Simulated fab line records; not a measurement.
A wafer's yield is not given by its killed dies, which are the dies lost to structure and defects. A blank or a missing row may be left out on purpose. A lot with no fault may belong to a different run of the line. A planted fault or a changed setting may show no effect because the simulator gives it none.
Matching of chambers | flow sky130 | 3 sister chambers for SKY_CONTACT_HDPCVD_02 on hdpcvd-01
The step deposits SiO2, target thk 565 nm, time 94.2 s. 3 wafers are shown with their chamber, then 11 later ones without.

WAFERS PAIRED WITH THEIR CHAMBERS
wafer  | chamber | sih4 flow sccm (sccm)
L376.4 | 1       | 60.12
L378.6 | 2       | 59.87
L388.2 | 0       | 60.03

WAFERS WITHOUT THEIR CHAMBER
wafer  | sih4 flow sccm (sccm)
L388.3 | 60.12
L388.4 | 60.15
L390.3 | 60.22
L390.4 | 60.03
L390.5 | 60.07
L391.1 | 60.00
L391.3 | 59.97
L391.5 | 60.08
L392.1 | 59.89
L392.2 | 60.08
L392.3 | 59.97

THE CHAMBER EACH PASSED THROUGH
wafer  | from the rows above          | in truth
L388.3 | can't be placed: 1 or 0      | 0
L388.4 | can't be placed: 1 or 0      | 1
L390.3 | can't be placed: 1 or 0      | 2
L390.4 | can't be placed: 0 or 1      | 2
L390.5 | can't be placed: 0 or 1      | 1
L391.1 | can't be placed: 0 or 1      | 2
L391.3 | can't be placed: 0 or 2 or 1 | 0
L391.5 | can't be placed: 1 or 0      | 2
L392.1 | 2                            | 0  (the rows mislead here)
L392.2 | can't be placed: 1 or 0      | 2
L392.3 | can't be placed: 0 or 2 or 1 | 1
0 of 11 placed correctly. These rows do not allow placing 10 (true chamber among the candidates in 5). 1 placed wrongly.
How it was worked out, from the rows above alone: a wafer's distance from a chamber is the root of the sum, over the readings, of the square of ((its reading less the chamber's mean) divided by the reading's scatter). The wafer belongs to the nearest chamber; if the next one is less than 2 further off, it can't be placed. The mean given for a chamber averages the wafers shown for that chamber. The scatter: with one shown wafer a chamber, the root of the mean of the squares of how far each hidden wafer lies from its nearest shown one.
